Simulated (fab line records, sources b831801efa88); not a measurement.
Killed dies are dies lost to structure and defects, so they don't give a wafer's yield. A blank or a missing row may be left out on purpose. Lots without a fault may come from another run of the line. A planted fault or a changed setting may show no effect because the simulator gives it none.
Problem report in the 8D (eight disciplines) form, filled by code | flow sky130 | the parts of the form that need people (team, actions taken, sign-off) are left out

1. THE PROBLEM
cd_nm at SKY_METAL3_CD_MEAS_13 reads a mean of 185.3 nm on 4 wafers of 2 lots; wafers without a fault read 300.2 nm with a standard deviation of 1.2. That is -96 standard deviations from the usual mean.
The step: target cd 300 nm.
First seen on wafer L445.3, day 39 04:44, on cd_sem-02. The record holds 18 wafers of 6 lots with a number at this step. Rule for "out", or "out of limits": more than 4 standard deviations from the usual mean. The other wafers with a number count as sound.

2. WHAT IT IS AND WHAT IT IS NOT
question                    | is                             | is not
which readings at this step | cd_nm                          | -
which lots                  | L445, L446                     | L458, L459, L460, L462
which wafers of those lots  | L445.3, L445.6, L446.3, L446.6 | L445.2, L446.2
read on which gauges        | cd_sem-02                      | cd_sem-01
when                        | from day 39 04:44              | up to then (1 sound wafer); but 13 sound wafers of L446, L458, L459, L460, L462 came after

3. SUSPECTS, AND WHAT RULES EACH OUT
Counting: a tool at a process step up to the reading stays a suspect if it ran every lot that is out. Sound lots after the first of them don't rule it out here, since some wafers of a struck lot are sound.
- the gauge at SKY_METAL3_CD_MEAS_13: kept. All the wafers that are out were read on cd_sem-02, and no step on other tools shows them out.
- rie_metal-01 at SKY_CAPM_METAL_ETCH_13 (etches TiN in Cl2/BCl3, stops on SiO2, target depth 220 nm, time 62.9 s): kept. It ran every lot that is out, first L445 (day 38 03:02).
- plasma_asher-01 at SKY_CAPM_STRIP_14 (strips in O2/N2): kept. It ran every lot that is out, first L445 (day 38 03:07).
- krf_scanner-02 at SKY_METAL3_EXPOSE_10 (exposes mask MM3, target cd 300 nm): kept. It ran every lot that is out, first L445 (day 38 16:22).
Left after counting: rie_metal-01 at SKY_CAPM_METAL_ETCH_13, plasma_asher-01 at SKY_CAPM_STRIP_14, krf_scanner-02 at SKY_METAL3_EXPOSE_10, cd_sem-02 at SKY_METAL3_CD_MEAS_13.

4. THE CAUSE (what the simulator had put in)
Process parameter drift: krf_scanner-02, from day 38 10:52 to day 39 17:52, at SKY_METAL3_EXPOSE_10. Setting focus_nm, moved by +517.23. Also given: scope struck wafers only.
Counting left 4 suspects, and this tool is among them.

5. THE CHAIN OF EFFECTS, in route order
Each row: a reading whose mean over the struck wafers that have a number lies more than 3 standard deviations from the usual. Only readings for which the record gives a usual standard deviation are gone through. hours: the time from each lot's start at the first step in this table that gives one to its start at this step, as a median over the lots. sigmas: the change in usual standard deviations.
hours | step                  | reading | usual    | on struck wafers | change | sigmas
0     | SKY_METAL3_CD_MEAS_13 | cd_nm   | 300.2 nm | 185.3            | -114.9 | -96
Later measuring or inspecting steps at which every struck wafer that the step has a row for has a number for every such reading, and none has moved that far: SKY_METAL3_OVL_MEAS_14.

6. WHAT WOULD HAVE CAUGHT IT SOONER
In this record the first reading out of limits at a measuring or inspecting step was taken at day 39 04:44, 18 hours after the fault began at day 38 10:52.
All the lots that are out (2) had begun SKY_METAL3_EXPOSE_10 on krf_scanner-02 by day 39 04:44. A hold on the tool at that time would have spared none of them.
